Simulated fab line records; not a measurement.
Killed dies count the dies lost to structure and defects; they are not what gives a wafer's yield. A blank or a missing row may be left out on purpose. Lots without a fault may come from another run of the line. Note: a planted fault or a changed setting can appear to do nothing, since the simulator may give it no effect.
Matching of chambers :: flow sky130 :: SKY_CONTACT_ETCH_16 on rieDiel-01 has 4 sister chambers
The step etches BARC in N2/H2, stops on SiO2, time 45.9 s, target depth 60 nm. 16 wafers are shown with their chamber, then 8 later ones without.

== WAFERS WITH THEIR CHAMBER ==
wafer: L075.4
chamber: 3
throttleValvePct (%): 13.221
oesProductAu (a.u.): 0.857

wafer: L075.5
chamber: 2
throttleValvePct (%): 13.233
oesProductAu (a.u.): 0.862

wafer: L075.6
chamber: 1
throttleValvePct (%): 13.222
oesProductAu (a.u.): 0.856

wafer: L082.1
chamber: 3
throttleValvePct (%): 13.224
oesProductAu (a.u.): 0.849

wafer: L082.2
chamber: 0
throttleValvePct (%): 13.214
oesProductAu (a.u.): 0.856

wafer: L082.3
chamber: 1
throttleValvePct (%): 13.212
oesProductAu (a.u.): 0.852

wafer: L084.1
chamber: 1
throttleValvePct (%): 13.222
oesProductAu (a.u.): 0.856

wafer: L084.3
chamber: 3
throttleValvePct (%): 13.221
oesProductAu (a.u.): 0.868

wafer: L084.6
chamber: 3
throttleValvePct (%): 13.224
oesProductAu (a.u.): 0.857

wafer: L087.1
chamber: 3
throttleValvePct (%): 13.223
oesProductAu (a.u.): 0.857

wafer: L087.4
chamber: 1
throttleValvePct (%): 13.230
oesProductAu (a.u.): 0.859

wafer: L087.6
chamber: 3
throttleValvePct (%): 13.226
oesProductAu (a.u.): 0.854

wafer: L089.1
chamber: 3
throttleValvePct (%): 13.236
oesProductAu (a.u.): 0.861

wafer: L089.3
chamber: 0
throttleValvePct (%): 13.214
oesProductAu (a.u.): 0.863

wafer: L089.6
chamber: 3
throttleValvePct (%): 13.234
oesProductAu (a.u.): 0.862

wafer: L091.1
chamber: 1
throttleValvePct (%): 13.225
oesProductAu (a.u.): 0.859

SIGNATURES (averages over the wafers above)
reading: throttleValvePct
chamber 0: 13.21400
chamber 1: 13.22220
chamber 2: 13.23300
chamber 3: 13.22612
scatter within a chamber: 0.0058

reading: oesProductAu
chamber 0: 0.85950
chamber 1: 0.85640
chamber 2: 0.86200
chamber 3: 0.85813
scatter within a chamber: 0.00485
Rule: a wafer lies at a distance from a chamber equal to the root of the sum of squares, over the readings, of (its reading less the chamber's mean, divided by the reading's scatter). The wafer belongs to the nearest chamber; if the next one is less than 2 further off, it can't be placed. The scatter: the root of (the sum of the squares of (reading less its chamber's mean) over the shown wafers, divided by (wafers less chambers)).

== WAFERS WITH NO CHAMBER GIVEN ==
wafer: L091.3
throttleValvePct (%): 13.241
oesProductAu (a.u.): 0.849

wafer: L091.6
throttleValvePct (%): 13.223
oesProductAu (a.u.): 0.863

wafer: L093.2
throttleValvePct (%): 13.225
oesProductAu (a.u.): 0.850

wafer: L093.4
throttleValvePct (%): 13.211
oesProductAu (a.u.): 0.846

wafer: L093.6
throttleValvePct (%): 13.229
oesProductAu (a.u.): 0.857

wafer: L094.2
throttleValvePct (%): 13.210
oesProductAu (a.u.): 0.858

wafer: L094.3
throttleValvePct (%): 13.217
oesProductAu (a.u.): 0.859

wafer: L094.4
throttleValvePct (%): 13.225
oesProductAu (a.u.): 0.861

== CHAMBER TAKEN BY EACH ==
wafer: L091.3
from the rows above: can't be placed: 2 or 3 or 1
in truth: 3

wafer: L091.6
from the rows above: can't be placed: 3 or 1 or 0 or 2
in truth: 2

wafer: L093.2
from the rows above: can't be placed: 1 or 3 or 0 or 2
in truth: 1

wafer: L093.4
from the rows above: can't be placed: 0 or 1 or 3
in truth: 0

wafer: L093.6
from the rows above: can't be placed: 3 or 1 or 2
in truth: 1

wafer: L094.2
from the rows above: can't be placed: 0 or 1
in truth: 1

wafer: L094.3
from the rows above: can't be placed: 0 or 1 or 3
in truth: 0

wafer: L094.4
from the rows above: can't be placed: 3 or 1 or 2 or 0
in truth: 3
Placed correctly: 0 of 8. Cannot be placed on the basis of these rows: 8; the candidates contain the true chamber in 8. Placed wrongly: 0.
